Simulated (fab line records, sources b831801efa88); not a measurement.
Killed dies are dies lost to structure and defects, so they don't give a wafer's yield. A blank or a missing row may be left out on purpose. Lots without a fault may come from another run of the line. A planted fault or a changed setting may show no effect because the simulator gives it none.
Which tool did it? | flow sfq_line | 15 lots, 42 wafers sampled, at 1 step of a route of 325

WHAT THE GAUGES READ, wafer by wafer
SFQ_INCOMING_BOW_MEAS_900.
lot  | measured    | on            | INCOMING_BOW (um)
L134 | day 1 15:01 | film_metro-02 | -1 -4 4
L135 | day 1 20:00 | film_metro-01 | 7 0 11
L136 | day 2 01:00 | film_metro-02 | 4 6 -4
L137 | day 2 06:00 | film_metro-02 | 1 4 5
L140 | day 2 21:00 | film_metro-02 | -3 -2 -8
L141 | day 3 02:02 | film_metro-01 | 3 8 -1
L142 | day 3 07:00 | film_metro-03 | -6 3 5
L143 | day 3 12:02 | film_metro-03 | 3 -6 5
L144 | day 3 17:00 | film_metro-03 | 10 0 6
L145 | day 3 22:01 | film_metro-02 | -8 10 -1
L148 | day 4 13:05 | film_metro-03 | -8 -10 2
L151 | day 5 04:00 | film_metro-02 | -15 3
L152 | day 5 09:00 | film_metro-02 | -2 10
L155 | day 6 00:04 | film_metro-02 | 7 8
L156 | day 6 05:01 | film_metro-01 | -6 9 -2

WHICH TOOL RAN EACH LOT (tool, then ch and the chambers of the sampled wafers, then the start)
The record holds no process step before these readings.

WHAT THE TOOLS THEMSELVES READ (means of the sampled wafers that have a number; where no wafer has one, the mark that the record gives instead)
The record holds no such reading with a usual standard deviation.

THE ANSWER, worked out from the rows above alone
Rule: what is usual is taken from the lots themselves. Put in order of their means at a reading, lots are off if they are a third of the lots or fewer, leave a main group of 4 or more, and stand apart from it by a gap of 3 or more times the standard deviation of the main group's means; of several such gaps the widest counts. A main group whose means are all the same, to the digits that the tables above print for the reading, isn't used. A lot without any number at a reading at which 4 lots or more have one is off too. The other lots that the step has rows for count as sound. The gauges are gone through in route order, then the tools' own readings, and for those a lot's mean is taken as printed above. The first step at which some lot is off is used, and at that step the reading that is off furthest; a lot without a number counts as furthest.
No lot is off at any reading shown: from this, nothing can be told.

WHAT THE SIMULATOR HAD PUT IN
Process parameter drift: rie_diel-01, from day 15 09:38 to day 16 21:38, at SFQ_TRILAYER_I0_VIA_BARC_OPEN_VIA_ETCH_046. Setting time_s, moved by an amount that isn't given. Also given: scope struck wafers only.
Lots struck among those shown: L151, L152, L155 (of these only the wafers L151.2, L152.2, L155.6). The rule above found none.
